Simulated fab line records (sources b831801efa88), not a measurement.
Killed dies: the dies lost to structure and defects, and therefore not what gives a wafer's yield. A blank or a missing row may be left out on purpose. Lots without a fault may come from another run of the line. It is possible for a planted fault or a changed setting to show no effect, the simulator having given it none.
Which tool did it?	flow sky130	12 lots, 36 wafers sampled, at 5 steps of a route of 708

WHAT EACH GAUGE READ, for each wafer
SKY_PWDE_OVL_MEAS_07. Usual: PWDE_OVL typically reads 1.3 nm, with standard deviation 1.6.
lot	measured	on	PWDE_OVL (nm)	flag
L922	day 4 00:43	overlay-01	-0.8 -0.4 -0.7	
L924	day 4 15:16	overlay-02	1.7 1.9 2.5	
L927	day 5 03:59	overlay-01	0.9 1.2 2.5	
L929	day 5 21:31	overlay-01	4.1 2.9 2.9	
L930	day 5 20:11	overlay-02	1.5 1.1 2.9	
L934	day 6 22:35	overlay-01	-0.8 -2.0 0.7	
L935	day 7 01:19	overlay-01	-1.8 -2.7 -2.1	
L936	day 7 09:53	overlay-01	2.5 1.8 2.7	
L937	day 7 13:46	overlay-01	2.8 1.6 1.8	
L940	day 8 06:11	overlay-01	1.8 2.6 1.8	
L942	day 8 19:50	overlay-01	5.3 4.1 3.5	
L943	day 8 22:37	overlay-02	-0.8 -0.8 -0.3	

WHICH TOOL RAN EACH LOT (tool, then ch and the chambers of the sampled wafers, then the start)
lot	SKY_FIELD_ISO_COAT_08	SKY_FIELD_ISO_STRIP_16	SKY_FIELD_ISO_ETCH_17	SKY_FIELD_ISO_CMP_27
L922	litho_track-02 ch 0, day 2 02:00	plasma_asher-03 ch 0,1, day 2 10:32	rie_si-01 ch 1,2, day 2 10:38	cmp-02 ch 0,1,3, day 2 15:08
L924	litho_track-01 ch 0, day 2 13:00	plasma_asher-03 ch 0,1, day 2 22:03	rie_si-01 ch 0,1,3, day 2 22:09	cmp-01 ch 0,3, day 3 02:51
L927	litho_track-02 ch 0, day 3 03:00	plasma_asher-02 ch 0,1, day 3 11:11	rie_si-01 ch 0,3, day 3 11:17	cmp-02 ch 1,2,3, day 3 15:22
L929	litho_track-04 ch 0, day 3 18:00	plasma_asher-01 ch 0,1, day 4 03:43	rie_si-02 ch 1,2, day 4 03:49	cmp-01 ch 0,2,3, day 4 07:37
L930	litho_track-02 ch 0, day 3 19:00	plasma_asher-03 ch 0,1, day 4 03:58	rie_si-01 ch 0,2,3, day 4 04:04	cmp-02 ch 0,1,3, day 4 07:50
L934	litho_track-01 ch 0, day 4 14:00	plasma_asher-03 ch 0,1, day 4 23:16	rie_si-02 ch 0,1,2, day 4 23:20	cmp-01 ch 0,1,2, day 5 06:37
L935	litho_track-02 ch 0, day 4 19:00	plasma_asher-03 ch 0,1, day 5 04:38	rie_si-01 ch 1,2,3, day 5 04:44	cmp-02 ch 0,2,3, day 5 08:49
L936	litho_track-01 ch 0, day 5 00:00	plasma_asher-03 ch 0,1, day 5 10:10	rie_si-01 ch 0,1,3, day 5 10:16	cmp-02 ch 0,1, day 5 17:20
L937	litho_track-02 ch 0, day 5 06:00	plasma_asher-01 ch 0,1, day 5 15:40	rie_si-01 ch 1,2,3, day 5 15:46	cmp-01 ch 1,2,3, day 5 20:10
L940	litho_track-01 ch 0, day 5 22:00	plasma_asher-02 ch 0,1, day 6 08:44	rie_si-01 ch 0,1,3, day 6 08:50	cmp-02 ch 1,2,3, day 6 12:22
L942	litho_track-04 ch 0, day 6 08:00	plasma_asher-01 ch 0,1, day 6 18:26	rie_si-02 ch 2,3, day 6 18:31	cmp-01 ch 1,2,3, day 7 01:01
L943	litho_track-01 ch 0, day 6 12:00	plasma_asher-03 ch 1, day 6 22:56	rie_si-01 ch 1,2,3, day 6 23:02	cmp-02 ch 0,1,2, day 7 04:07
- SKY_FIELD_ISO_COAT_08: resist thk 450 nm.
- SKY_FIELD_ISO_STRIP_16: strips in O2/N2.
- SKY_FIELD_ISO_ETCH_17: etches Si in HBr/Cl2/O2, target depth 342 nm, time 97.7 s.
- SKY_FIELD_ISO_CMP_27: polishes, stops on Si3N4, t overpolish 16 s, target thk 457.8 nm.

AS READ BY THE TOOLS THEMSELVES (means over the sampled wafers that have a number; for cases with no such wafer, the mark the record gives instead)
SKY_FIELD_ISO_COAT_08. Usual: resist_line_temp_C 23.01 C, standard deviation 0.13; spin_speed_rpm 2999.7 rpm, standard deviation 1.8.
lot	tool	resist_line_temp_C (C)	spin_speed_rpm (rpm)	flag
L922	litho_track-02	23.28	2998.8	
L924	litho_track-01	23.04	3000.7	
L927	litho_track-02	23.01	3001.8	
L929	litho_track-04	23.01	2997.9	
L930	litho_track-02	22.95	3001.6	
L934	litho_track-01	23.01	2998.9	
L935	litho_track-02	22.88	2658.8	OFF
L936	litho_track-01	22.74	2998.8	
L937	litho_track-02	22.85	2659.1	OFF
L940	litho_track-01	22.98	3001.9	
L942	litho_track-04	23.01	2999.8	
L943	litho_track-01	23.01	2998.1	

SKY_FIELD_ISO_STRIP_16. Usual: drypump_motor_current_A 5.53 A, standard deviation 0.29; oes_product_au 0.378 a.u., standard deviation 0.0047; strip_time_to_endpoint_s 3.541 s, standard deviation 0.026.
lot	tool	drypump_motor_current_A (A)	oes_product_au (a.u.)	strip_time_to_endpoint_s (s)	flag
L922	plasma_asher-03	5.58	0.377	3.535	
L924	plasma_asher-03	5.41	0.378	3.506	
L927	plasma_asher-02	5.85	0.382	3.516	
L929	plasma_asher-01	5.41	0.377	3.534	
L930	plasma_asher-03	5.57	0.382	3.562	
L934	plasma_asher-03	5.40	0.376	3.524	
L935	plasma_asher-03	5.56	0.390	3.849	OFF
L936	plasma_asher-03	5.42	0.379	3.524	
L937	plasma_asher-01	5.40	0.387	3.842	OFF
L940	plasma_asher-02	5.58	0.375	3.531	
L942	plasma_asher-01	5.45	0.380	3.584	
L943	plasma_asher-03	5.26	0.379	3.524	

SKY_FIELD_ISO_ETCH_17. Usual: drypump_motor_current_A 5.6 A, standard deviation 0.41; oes_product_au 0.998 a.u., standard deviation 0.0085; throttle_valve_pct 25.658 %, standard deviation 0.01.
lot	tool	drypump_motor_current_A (A)	oes_product_au (a.u.)	throttle_valve_pct (%)	flag
L922	rie_si-01	6.1	0.980	25.671	
L924	rie_si-01	5.7	1.002	25.656	
L927	rie_si-01	5.9	1.004	25.654	
L929	rie_si-02	5.3	1.001	25.659	
L930	rie_si-01	5.9	0.992	25.651	
L934	rie_si-02	5.3	1.010	25.653	
L935	rie_si-01	5.8	0.996	25.663	
L936	rie_si-01	5.7	1.000	25.656	
L937	rie_si-01	5.8	1.003	25.659	
L940	rie_si-01	5.7	1.003	25.643	
L942	rie_si-02	5.3	0.999	25.650	
L943	rie_si-01	5.8	0.996	25.661	

SKY_FIELD_ISO_CMP_27. Usual: edge_zone_pressure_frac 0.999, standard deviation 0.0047; motor_current_A 12.1 A, standard deviation 1.4.
lot	tool	edge_zone_pressure_frac	motor_current_A (A)	flag
L922	cmp-02	0.996	12.3	
L924	cmp-01	0.998	11.8	
L927	cmp-02	0.997	11.8	
L929	cmp-01	1.007	12.4	
L930	cmp-02	1.000	12.1	
L934	cmp-01	0.996	12.9	
L935	cmp-02	1.007	12.0	
L936	cmp-02	0.999	11.1	
L937	cmp-01	0.997	12.7	
L940	cmp-02	0.997	11.6	
L942	cmp-01	0.998	12.2	
L943	cmp-02	0.994	11.0	

THE ANSWER, worked out from the rows above alone
Rule: a lot counts as off when the mean over its wafers that have a number is more than 3 standard deviations away from the usual mean. A lot without any number at a reading at which 4 lots or more have one is off too. The other lots that the step has rows for count as sound. After the gauges, taken in route order, come the tools' own readings; for these a lot's mean is taken, as printed above. At the first step where some lot is off, the reading lying furthest off is the one used; lots without a number count as furthest.
Off, at SKY_FIELD_ISO_COAT_08 on spin_speed_rpm: L935, L937.
If a tool, at that step or one of the process steps before it, ran each lot that is off and ran no sound lot following the first of them, it fits. One fits: litho_track-02 at SKY_FIELD_ISO_COAT_08. A fault onset in the window from L930 (day 3 19:00, its last sound lot) to L935 (day 4 19:00, its first lot off) fits.
On the lots that are off, the tool's own readings at SKY_FIELD_ISO_COAT_08 differ by more than 5 times the standard deviation of the sound lots' means, which bears it out; spin_speed_rpm reads 2658.9 rpm there versus 2999.8 rpm on the sound lots.

WHAT THE SIMULATOR HAD PUT IN
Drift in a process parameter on litho_track-02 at SKY_FIELD_ISO_COAT_08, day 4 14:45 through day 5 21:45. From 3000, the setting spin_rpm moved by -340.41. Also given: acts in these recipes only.
Shown lots that were struck: L935, L937. The rule above found the same.
